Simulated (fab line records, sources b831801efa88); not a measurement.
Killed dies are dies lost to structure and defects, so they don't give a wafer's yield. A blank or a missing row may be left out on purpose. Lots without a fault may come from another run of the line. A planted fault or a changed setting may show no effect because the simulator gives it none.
Which tool did it? | flow gf180mcu | 14 lots, 42 wafers sampled, at 5 steps of a route of 602

WHAT THE GAUGES READ, wafer by wafer
GF_HV_LDD_THK_MEAS_57. Usual: HV_LDD_CVD_56_THK 90.1 nm, standard deviation 0.79.
lot  | measured     | on            | HV_LDD_CVD_56_THK (nm) | flag
L601 | day 12 11:04 | film_metro-03 | 89.4 89.3 89.4         |
L602 | day 12 17:35 | film_metro-01 | 89.4 90.2 90.0         |
L603 | day 13 00:44 | film_metro-03 | 90.3 89.6 90.0         |
L605 | day 13 17:47 | film_metro-03 | 91.1 91.0 90.8         |
L606 | day 14 03:55 | film_metro-03 | 89.2 90.0 89.7         |
L609 | day 15 11:07 | film_metro-03 | 88.8 88.7 89.4         |
L615 | day 17 10:46 | film_metro-04 | 91.6 91.3 91.5         |
L616 | day 17 23:38 | film_metro-01 | 89.9 89.4 89.8         |
L618 | day 18 03:27 | film_metro-04 | 90.8 90.6 90.3         |
L619 | day 18 16:41 | film_metro-03 | 90.0 89.6 89.9         |
L620 | day 18 19:04 | film_metro-01 | 90.5 90.4 89.5         |
L622 | day 19 13:50 | film_metro-03 | 91.3 90.3 91.3         |
L623 | day 19 20:07 | film_metro-04 | 90.8 91.9 91.2         |
L624 | day 20 06:13 | film_metro-01 | 90.9 90.5 90.2         |

GF_NSD_CD_MEAS_07: target cd 400 nm. Usual: cd_nm 400 nm, standard deviation 3.
lot  | measured     | on        | cd_nm (nm)  | flag
L601 | day 13 05:59 | cd_sem-01 | 401 402 401 |
L602 | day 13 12:58 | cd_sem-01 | 403 404 402 |
L603 | day 13 20:45 | cd_sem-02 | 398 397 397 |
L605 | day 14 13:35 | cd_sem-01 | 399 399 398 |
L606 | day 15 00:02 | cd_sem-01 | 399 400 400 |
L609 | day 16 09:16 | cd_sem-02 | 401 399 401 |
L615 | day 18 09:47 | cd_sem-01 | 395 397 396 |
L616 | day 18 23:24 | cd_sem-02 | 400 401 398 |
L618 | day 19 03:15 | cd_sem-02 | 397 399 399 |
L619 | day 19 15:51 | cd_sem-02 | 396 395 397 |
L620 | day 19 18:32 | cd_sem-01 | 400 403 403 |
L622 | day 20 14:17 | cd_sem-01 | 394 394 396 |
L623 | day 20 19:51 | cd_sem-01 | 404 404 404 |
L624 | day 21 06:03 | cd_sem-02 | 399 399 398 |

GF_PSD_RS_MEAS_14: measures by four-point-probe. Usual: NSD_RS 46.19 ohm/sq, standard deviation 0.085.
lot  | measured     | on            | NSD_RS (ohm/sq)   | flag
L601 | day 14 02:32 | film_metro-02 | 46.22 46.19 46.19 |
L602 | day 14 10:58 | film_metro-02 | 46.27 46.12 46.09 |
L603 | day 14 17:57 | film_metro-02 | 46.31 46.25 46.17 |
L605 | day 15 11:49 | film_metro-03 | 46.20 46.10 46.10 |
L606 | day 15 23:13 | film_metro-04 | 46.29 46.28 46.24 |
L609 | day 17 08:59 | film_metro-04 | 46.22 46.25 46.21 |
L615 | day 19 10:55 | film_metro-02 | - - -             | OFF
L616 | day 20 00:24 | film_metro-03 | - - -             | OFF
L618 | day 20 04:45 | film_metro-03 | 46.12 46.07 46.21 |
L619 | day 20 16:46 | film_metro-03 | 46.11 46.27 46.18 |
L620 | day 20 19:11 | film_metro-02 | 46.20 46.19 46.20 |
L622 | day 21 15:05 | film_metro-02 | 46.24 46.38 46.28 |
L623 | day 21 20:36 | film_metro-02 | 46.05 46.21 46.18 |
L624 | day 22 06:42 | film_metro-04 | 46.22 46.18 46.29 |

WHICH TOOL RAN EACH LOT (tool, then ch and the chambers of the sampled wafers, then the start)
lot  | GF_HV_LDD_ETCHBACK_58              | GF_PSD_RTA_13
L601 | rie_diel-02 ch 1,3, day 12 11:07   | rtp_anneal-01 ch 0, day 14 02:27
L602 | rie_diel-01 ch 1,2,3, day 12 17:38 | rtp_anneal-01 ch 0, day 14 10:53
L603 | rie_diel-03 ch 1,2,3, day 13 00:47 | rtp_anneal-02 ch 0, day 14 17:52
L605 | rie_diel-02 ch 2,3, day 13 17:50   | rtp_anneal-02 ch 0, day 15 11:39
L606 | rie_diel-02 ch 0,2,3, day 14 03:58 | rtp_anneal-01 ch 0, day 15 23:08
L609 | rie_diel-02 ch 2,3, day 15 11:10   | rtp_anneal-01 ch 0, day 17 08:53
L615 | rie_diel-01 ch 1,2,3, day 17 10:49 | rtp_anneal-02, day 19 10:50
L616 | rie_diel-02 ch 0,1, day 17 23:41   | rtp_anneal-01, day 20 00:19
L618 | rie_diel-03 ch 0,2,3, day 18 03:30 | rtp_anneal-01 ch 0, day 20 04:40
L619 | rie_diel-01 ch 0,2,3, day 18 16:44 | rtp_anneal-01 ch 0, day 20 16:40
L620 | rie_diel-03 ch 0,1,2, day 18 19:07 | rtp_anneal-02 ch 0, day 20 19:06
L622 | rie_diel-03 ch 0,1,3, day 19 13:53 | rtp_anneal-01 ch 0, day 21 15:00
L623 | rie_diel-01 ch 0,3, day 19 20:10   | rtp_anneal-02 ch 0, day 21 20:31
L624 | rie_diel-01 ch 0,2, day 20 06:16   | rtp_anneal-02 ch 0, day 22 06:37
- GF_HV_LDD_ETCHBACK_58: etches Si3N4 in CH3F/O2, stops on SiO2, time 100 s, target depth 90 nm.
- GF_PSD_RTA_13: time 20 s.

WHAT THE TOOLS THEMSELVES READ (means of the sampled wafers that have a number; where no wafer has one, the mark that the record gives instead)
GF_HV_LDD_ETCHBACK_58. Usual: ch3f_flow_sccm 40.02 sccm, standard deviation 0.11; chamber_pressure_mTorr 25.001 mTorr, standard deviation 0.022; drypump_motor_current_A 5.7 A, standard deviation 0.45; oes_product_au 0.843 a.u., standard deviation 0.0065; throttle_valve_pct 10.561 %, standard deviation 0.0088.
lot  | tool        | ch3f_flow_sccm (sccm) | chamber_pressure_mTorr (mTorr) | drypump_motor_current_A (A) | oes_product_au (a.u.) | throttle_valve_pct (%) | flag
L601 | rie_diel-02 | 40.09                 | 24.991                         | 5.2                         | 0.835                 | 10.557                 |
L602 | rie_diel-01 | 40.09                 | 25.017                         | 6.0                         | 0.844                 | 10.564                 |
L603 | rie_diel-03 | 40.07                 | 24.987                         | 5.7                         | 0.844                 | 10.560                 |
L605 | rie_diel-02 | 40.00                 | 24.995                         | 5.5                         | 0.850                 | 10.561                 |
L606 | rie_diel-02 | 40.01                 | 24.983                         | 5.5                         | 0.839                 | 10.559                 |
L609 | rie_diel-02 | 40.12                 | 25.023                         | 5.8                         | 0.837                 | 10.565                 |
L615 | rie_diel-01 | 39.96                 | 25.006                         | 6.0                         | 0.852                 | 10.566                 |
L616 | rie_diel-02 | 40.05                 | 25.001                         | 5.3                         | 0.844                 | 10.557                 |
L618 | rie_diel-03 | 40.06                 | 25.025                         | 5.8                         | 0.849                 | 10.561                 |
L619 | rie_diel-01 | 39.91                 | 25.013                         | 5.7                         | 0.844                 | 10.564                 |
L620 | rie_diel-03 | 40.03                 | 25.011                         | 6.0                         | 0.847                 | 10.559                 |
L622 | rie_diel-03 | 39.99                 | 24.995                         | 5.8                         | 0.847                 | 10.548                 |
L623 | rie_diel-01 | 39.99                 | 24.985                         | 5.3                         | 0.851                 | 10.561                 |
L624 | rie_diel-01 | 39.89                 | 25.014                         | 6.0                         | 0.848                 | 10.555                 |

GF_PSD_RTA_13. Usual: anneal_temp_c_max 1028.9, standard deviation 0.77; chamber_o2_ppm 2.002, standard deviation 0.024; lamp_power_pct 32.6 %, standard deviation 1.8; wafer_temp_C_max 1029.6, standard deviation 2.
lot  | tool          | anneal_temp_c_max | chamber_o2_ppm | lamp_power_pct (%) | wafer_temp_C_max | flag
L601 | rtp_anneal-01 | 1028.6            | 2.013          | 34.3               | 1031.5           |
L602 | rtp_anneal-01 | 1028.7            | 1.976          | 34.3               | 1031.3           |
L603 | rtp_anneal-02 | 1028.8            | 2.007          | 30.6               | 1027.7           |
L605 | rtp_anneal-02 | 1029.1            | 2.040          | 30.6               | 1028.4           |
L606 | rtp_anneal-01 | 1029.1            | 1.971          | 34.3               | 1031.9           |
L609 | rtp_anneal-01 | 1029.5            | 2.023          | 34.3               | 1032.4           |
L615 | rtp_anneal-02 | -                 | -              | -                  | -                | OFF
L616 | rtp_anneal-01 | -                 | -              | -                  | -                | OFF
L618 | rtp_anneal-01 | 1028.8            | 1.994          | 34.2               | 1032.8           |
L619 | rtp_anneal-01 | 1028.8            | 2.001          | 34.3               | 1031.0           |
L620 | rtp_anneal-02 | 1029.3            | 1.983          | 30.6               | 1028.1           |
L622 | rtp_anneal-01 | 1028.3            | 1.994          | 34.3               | 1033.8           |
L623 | rtp_anneal-02 | 1028.4            | 2.004          | 30.6               | 1027.3           |
L624 | rtp_anneal-02 | 1028.5            | 1.986          | 30.6               | 1027.6           |

THE ANSWER, worked out from the rows above alone
Rule: a lot is off if the mean of its wafers that have a number lies more than 3 standard deviations from the usual mean. A lot without any number at a reading at which 4 lots or more have one is off too. The other lots that the step has rows for count as sound. The gauges are gone through in route order, then the tools' own readings, and for those a lot's mean is taken as printed above. The first step at which some lot is off is used, and at that step the reading that is off furthest; a lot without a number counts as furthest.
Off: L615, L616, at GF_PSD_RS_MEAS_14 (NSD_RS). Without a number there: L615, L616.
A tool fits if, at a process step before that reading, it ran every lot that is off, and no sound lot after the first of them. The gauges at GF_PSD_RS_MEAS_14 aren't tried: what is off there is off at GF_PSD_RTA_13 too, on other tools, and a gauge's error can't cause that. None of those tried fits.

WHAT THE SIMULATOR HAD PUT IN
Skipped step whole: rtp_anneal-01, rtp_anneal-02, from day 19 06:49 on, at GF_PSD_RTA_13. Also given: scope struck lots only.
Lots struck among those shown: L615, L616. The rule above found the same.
